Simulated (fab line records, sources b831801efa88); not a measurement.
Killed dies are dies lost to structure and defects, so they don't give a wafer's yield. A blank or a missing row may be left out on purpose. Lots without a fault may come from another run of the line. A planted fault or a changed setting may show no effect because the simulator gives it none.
Problem report in the 8D (eight disciplines) form, filled by code | flow gf180mcu | the parts of the form that need people (team, actions taken, sign-off) are left out

1. THE PROBLEM
rf_fwd_power_W at GF_V2_ETCH_16 reads a mean of 293.7 W on 6 wafers of 2 lots; wafers without a fault read 495.0 W with a standard deviation of 2.2. That is -92 standard deviations from the usual mean.
The step: etches BARC in N2/H2.
First seen on wafer L359.3, day 22 06:34, on rie_diel-03. The record holds 39 wafers of 13 lots with a number at this step. Rule for "out", or "out of limits": more than 4 standard deviations from the usual mean. The other wafers with a number count as sound.

2. WHAT IT IS AND WHAT IT IS NOT
question                    | is                             | is not
which readings at this step | rf_fwd_power_W, oes_product_au | chamber_pressure_mTorr, drypump_motor_current_A, throttle_valve_pct
which lots                  | L359, L360                     | L356, L362, L367, L369, L370, L372, L373, L374, L375, L376, L377
which wafers of those lots  | all that have a number         | -
read on which tools         | rie_diel-03                    | rie_diel-01, rie_diel-04
when                        | from day 22 06:34              | up to then (3 sound wafers); but 30 sound wafers of L362, L367, L369, L370, L372, L373, L374, L375, L376, L377 came after

3. SUSPECTS, AND WHAT RULES EACH OUT
Counting: a tool at a process step up to the reading stays a suspect if it ran every lot that is out and no sound lot after the first of them.
- cmp-01 at GF_V2_CMP_04 (polishes SiO2): ruled out as a lasting fault. Sound lots L362, L369, L372, L374, L376 ran on it after its first lot that is out, L359 (day 21 06:37).
- rie_diel-03 at GF_V2_ETCH_16 (etches BARC in N2/H2): ruled out as a lasting fault. Sound lots L367, L369, L372, L373, L376 ran on it after its first lot that is out, L359 (day 22 06:34).
Left after counting: nothing in the record.

4. THE CAUSE (what the simulator had put in)
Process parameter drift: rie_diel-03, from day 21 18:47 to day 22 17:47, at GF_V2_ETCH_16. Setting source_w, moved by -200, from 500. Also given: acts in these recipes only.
Counting ruled it out, wrongly.

5. THE CHAIN OF EFFECTS, in route order
Each row: a reading whose mean over the struck wafers that have a number lies more than 3 standard deviations from the usual. Only readings for which the record gives a usual standard deviation are gone through. hours: the time from each lot's start at the first step in this table that gives one to its start at this step, as a median over the lots. sigmas: the change in usual standard deviations.
hours | step          | reading        | usual      | on struck wafers | change | sigmas
0     | GF_V2_ETCH_16 | oes_product_au | 0.855 a.u. | 0.782            | -0.073 | -16
0     | GF_V2_ETCH_16 | rf_fwd_power_W | 495.0 W    | 293.7            | -201.3 | -92
The process steps in it:
- GF_V2_ETCH_16: etches BARC in N2/H2.

6. WHAT WOULD HAVE CAUGHT IT SOONER
In this record the first reading out of limits was taken at day 22 06:34, 12 hours after the fault began at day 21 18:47.
